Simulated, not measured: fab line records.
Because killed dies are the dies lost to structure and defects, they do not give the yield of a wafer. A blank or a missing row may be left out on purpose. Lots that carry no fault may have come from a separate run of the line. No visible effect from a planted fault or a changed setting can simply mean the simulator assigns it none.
Tool commonality check    flow gf180mcu    13 lots, 42 wafers sampled

## WHAT PROMPTED THE OPENING
Flagged at GF_PSD_CD_MEAS_07: reading cd-nm, on 1 of 13 lots. Fault-free wafers read 400.2 nm, with a standard deviation of 2.3.
Rule: a lot is flagged when every wafer of it that has a number lies more than 4 standard deviations from that mean, or none has a number. The other lots count as sound.

lot   measured      on         cd-nm (nm), wafer by wafer           flag
L848  day 14 07:16  cd-sem-01  399.0 399.1 399.7                    
L850  day 14 21:12  cd-sem-01  397.1 397.9 397.7                    
L854  day 16 08:49  cd-sem-02  399.9 399.1 399.0                    
L855  day 16 18:39  cd-sem-02  399.8 400.1 401.5                    
L858  day 18 01:02  cd-sem-02  398.3 398.9 399.0                    
L859  day 18 08:52  cd-sem-02  398.2 398.3 399.8                    
L860  day 18 15:51  cd-sem-01  397.1 397.1 397.4                    
L861  day 19 06:18  cd-sem-01  400.3 399.5 396.7                    
L864  day 20 09:14  cd-sem-02  405.1 405.8 403.8                    
L865  day 20 14:28  cd-sem-01  399.5 397.8 397.5                    
L868  day 21 06:21  cd-sem-02  318.3 317.1 318.0 318.2 317.2 317.8  FLAGGED
L867  day 21 11:03  cd-sem-02  401.0 401.6 400.6                    
L869  day 21 18:46  cd-sem-02  399.8 397.6 398.7                    
On average the flagged lots' numbers are 317.8 nm, which is -82.4 nm against the usual, or -36 standard deviations.

## LOT BY LOT: THE TOOL USED
The record holds 1 process step before the reading, out of a route of 602 steps. Read each cell as the tool, then ch plus the chambers that the sampled wafers visited, then the start.
lot   flag     GF_PSD_EXPOSE_04
L848           iline-stepper-02 ch 0, day 13 21:56
L850           iline-stepper-02 ch 0, day 14 10:28
L854           iline-stepper-01 ch 0, day 15 22:22
L855           iline-stepper-02 ch 0, day 16 08:00
L858           iline-stepper-01 ch 0, day 17 13:18
L859           iline-stepper-02 ch 0, day 17 21:17
L860           iline-stepper-01 ch 0, day 18 05:01
L861           iline-stepper-01 ch 0, day 18 18:09
L864           iline-stepper-01 ch 0, day 19 20:33
L865           iline-stepper-01 ch 0, day 20 02:22
L868  FLAGGED  iline-stepper-01 ch 0, day 20 18:05
L867           iline-stepper-01 ch 0, day 20 23:24
L869           iline-stepper-02 ch 0, day 21 07:44
What the steps here do:
- GF_PSD_EXPOSE_04: exposes mask Pplus, target cd 400 nm.
- GF_PSD_CD_MEAS_07: target cd 400 nm.

## FLAGGED AGAINST TOTAL, ONE TOOL AT A TIME (gauges that did the reading follow at the end)
step               tool              lots run  flagged  share of the flagged lots  sound lots run after its first flagged lot
GF_PSD_EXPOSE_04   iline-stepper-01  8         1        all                        1 (L867)
GF_PSD_EXPOSE_04   iline-stepper-02  5         0        none                       -
GF_PSD_CD_MEAS_07  cd-sem-01         5         0        none                       -
GF_PSD_CD_MEAS_07  cd-sem-02         8         1        all                        2 (L867,L869)

## THE TABLE: WHAT IT ALLOWS
Rows of the table that ran all the flagged lots, 2 in number: iline-stepper-01 at GF_PSD_EXPOSE_04; cd-sem-02 at GF_PSD_CD_MEAS_07.
- iline-stepper-01 at GF_PSD_EXPOSE_04: 1 of its 8 lots flagged. Sound lots followed the first flagged one (L867) on it, something a lasting fault affecting the whole tool could not allow.
- cd-sem-02 at GF_PSD_CD_MEAS_07: 1 of its 8 lots flagged. Sound lots followed the first flagged one (L867, L869) on it, something a lasting fault affecting the whole tool could not allow.
No row of the table ran every flagged lot and no sound lot after the first.

## WHAT WAS PUT IN BY THE SIMULATOR
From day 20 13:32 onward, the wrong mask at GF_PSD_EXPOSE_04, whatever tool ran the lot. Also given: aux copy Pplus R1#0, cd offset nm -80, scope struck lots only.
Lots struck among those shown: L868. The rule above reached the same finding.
